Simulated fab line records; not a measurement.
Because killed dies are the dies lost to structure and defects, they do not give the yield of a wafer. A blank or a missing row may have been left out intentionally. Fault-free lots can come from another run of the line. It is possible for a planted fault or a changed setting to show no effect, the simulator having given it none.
Struck lot and sound lot, side by side -- flow gf180mcu -- 14 steps out of a route of 602
Sound: wafers L315.1, L315.4, L315.6. Wafers L316.2, L316.3, L316.6 were the ones struck. At the end, the cause is stated.
Each step with rows lists, per side, the tool, then ch with its chambers, then its first start. Under that, the readings that differ: sound wafers -- struck wafers -- difference of the means -- sigmas: that difference in standard deviations of wafers without a fault.
alike: readings with means less than 2 such deviations apart, plus words and numbers identical on both sides. not compared: withheld readings, readings lacking a value on some wafer, bounds such as >300 that could conceal the same value, and numbers that have no deviation in the record and whose values overlap.
The two part at a step that has a row with sigmas, a row that says differs or no value, or rows on one side only. When numbers do not overlap yet have no deviation, they are printed without sigmas and do not part them. Lack of a reading on every wafer of one side parts them only where that side has two or more wafers.

first, 2 steps without rows for these wafers: GF_M4_CLEAN_19 (cleans in DIW); GF_V4_CVD_00 (deposits SiO2, target thk 600 nm, time 100 s).
GF_V4_THK_MEAS_01:
  struck on film metro-02, day 27 21:52; sound on film metro-03, day 27 22:05
  alike: V4_CVD_00_THK
GF_V4_CVD_02: deposits SiO2 from TEOS, target thk 850 nm, time 94.851 s.
  sound on pecvd-01 ch 0,2, day 27 22:08; struck on pecvd-02 ch 1,2, day 27 21:55
  alike: heater power w
GF_V4_THK_MEAS_03:
  struck on film metro-02, day 27 22:02; sound on film metro-02, day 27 22:13
  alike: V4_CVD_02_THK
GF_V4_CMP_04: polishes SiO2.
  sound on cmp-01 ch 1,2,3, day 27 22:29; struck on cmp-01 ch 0,3, day 27 22:08
  alike: edge zone pressure frac, motor current A, retaining ring pressure frac, time to endpoint s
GF_V4_BOW_MEAS_05:
  struck on film metro-03, day 27 22:25; sound on film metro-02, day 27 22:41
  alike: V4_BOW
then, 5 steps without rows for these wafers: GF_V4_DEHYDRATE_06 (time 60 s); GF_V4_HMDS_07 (prime time 60 s); GF_V4_COAT_08; GF_V4_COAT_09 (resist thk 1000 nm); GF_V4_SOFTBAKE_10 (time 60 s).
GF_V4_EXPOSE_11: exposes mask Via4, target cd 260 nm.
  struck on krf scanner-01, day 28 08:34; sound on krf scanner-01 ch 0, day 28 08:53
  no value came back on the struck wafers for exposure dose mJ cm2, focus offset nm (nm); on the sound wafers exposure dose mJ cm2 reads 37.9 37.9 37.9
  alike: mask
then, 1 step without rows for these wafers: GF_V4_PEB_12 (peb time 90 s).

== WHERE THEY PART ==
Within this record, at GF_V4_EXPOSE_11 only.

WHY: what the simulator had put in
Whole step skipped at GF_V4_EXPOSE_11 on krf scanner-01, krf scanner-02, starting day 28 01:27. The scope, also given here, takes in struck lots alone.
